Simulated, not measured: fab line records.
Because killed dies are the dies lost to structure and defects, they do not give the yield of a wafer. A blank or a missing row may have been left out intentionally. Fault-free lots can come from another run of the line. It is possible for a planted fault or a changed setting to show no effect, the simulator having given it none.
Which tool did it? | flow gf180mcu | 10 lots, 29 wafers sampled, at 4 steps of a route of 602

== WHAT THE GAUGES READ, wafer by wafer ==
GF_V2_RS_MEAS_24: measurement is done with a four-point probe.
lot  | measured     | on            | V2_W_RS (ohm/sq)
L582 | day 19 23:32 | film metro-03 | 0.328 0.328 0.329
L584 | day 21 04:04 | film metro-02 | 0.326 0.328 0.328
L585 | day 21 17:36 | film metro-01 | 0.331 0.330 0.329
L587 | day 22 11:15 | film metro-02 | 0.330 0.331 0.334
L588 | day 22 19:50 | film metro-03 | 0.334 0.330 0.333
L591 | day 23 15:22 | film metro-02 | 0.328 0.333 0.328
L598 | day 26 03:06 | film metro-02 | 0.383 0.380
L600 | day 26 17:10 | film metro-03 | 0.375 0.378 0.373
L602 | day 27 07:14 | film metro-01 | 0.379 0.384 0.380
L605 | day 27 21:33 | film metro-03 | 0.326 0.329 0.331

== WHICH TOOL RAN EACH LOT (tool, then ch and the chambers of the sampled wafers, then the start) ==
lot  | GF_M2_STRIP_17                       | GF_V2_ETCH_16                      | GF_V2_CVD_23
L582 | plasma asher-02 ch 0,1, day 18 20:39 | rie diel-03 ch 1,2, day 19 22:36   | cvd w-02 ch 0,1, day 19 23:24
L584 | plasma asher-03 ch 0,1, day 20 01:59 | rie diel-03 ch 0,1, day 21 03:08   | cvd w-02 ch 0,1, day 21 03:56
L585 | plasma asher-02 ch 0,1, day 20 15:57 | rie diel-01 ch 1,2, day 21 16:43   | cvd w-02 ch 0,1, day 21 17:29
L587 | plasma asher-02 ch 0,1, day 21 10:05 | rie diel-01 ch 0,3, day 22 10:19   | cvd w-02 ch 0,1, day 22 11:08
L588 | plasma asher-03 ch 0,1, day 21 18:35 | rie diel-01 ch 0,1,3, day 22 18:55 | cvd w-02 ch 0,1, day 22 19:42
L591 | plasma asher-02 ch 0,1, day 22 13:43 | rie diel-01 ch 1,2,3, day 23 14:29 | cvd w-02 ch 0,1, day 23 15:16
L598 | plasma asher-02 ch 0,1, day 25 02:55 | rie diel-03 ch 3, day 26 02:11     | cvd w-02 ch 0, day 26 02:59
L600 | plasma asher-02 ch 0,1, day 25 18:53 | rie diel-01 ch 1,3, day 26 16:13   | cvd w-02 ch 0,1, day 26 17:02
L602 | plasma asher-02 ch 1, day 26 08:53   | rie diel-03 ch 1,2, day 27 06:22   | cvd w-02 ch 0, day 27 07:08
L605 | plasma asher-01 ch 0,1, day 26 23:26 | rie diel-01 ch 0,2,3, day 27 20:39 | cvd w-01 ch 0,1, day 27 21:25
- GF_M2_STRIP_17: strips in O2/N2.
- GF_V2_ETCH_16: etches BARC in N2/H2.
- GF_V2_CVD_23: deposits W, target thk 350 nm, time 104.94 s.

== THE ANSWER, worked out from the rows above alone ==
Rule: usual is defined by the lots themselves. Put in order of their means at a reading, lots are off if they are a third of the lots or fewer, leave a main group of 4 or more, and stand apart from it by a gap of 3 or more times the standard deviation of the main group's means; of several such gaps the widest counts. If all means in a main group match to the digits the tables above print for the reading, that group is not used. Also off: a lot with no number at a reading for which 4 or more lots have one. Any other lot the step has rows for is counted as sound.
Off: at GF_V2_RS_MEAS_24 (V2_W_RS), L598, L600, L602. Main group: mean 0.330 ohm/sq, sd 0.0017.
If a tool, at a process step before that reading, ran all the lots that are off and no sound lot after the first of them, it fits. Gauges at GF_V2_RS_MEAS_24: tried the same way as those tools. Can't be told from this: 2 tools fit, plasma asher-02 at GF_M2_STRIP_17, cvd w-02 at GF_V2_CVD_23.

== WHAT HAD BEEN PUT IN BY THE SIMULATOR ==
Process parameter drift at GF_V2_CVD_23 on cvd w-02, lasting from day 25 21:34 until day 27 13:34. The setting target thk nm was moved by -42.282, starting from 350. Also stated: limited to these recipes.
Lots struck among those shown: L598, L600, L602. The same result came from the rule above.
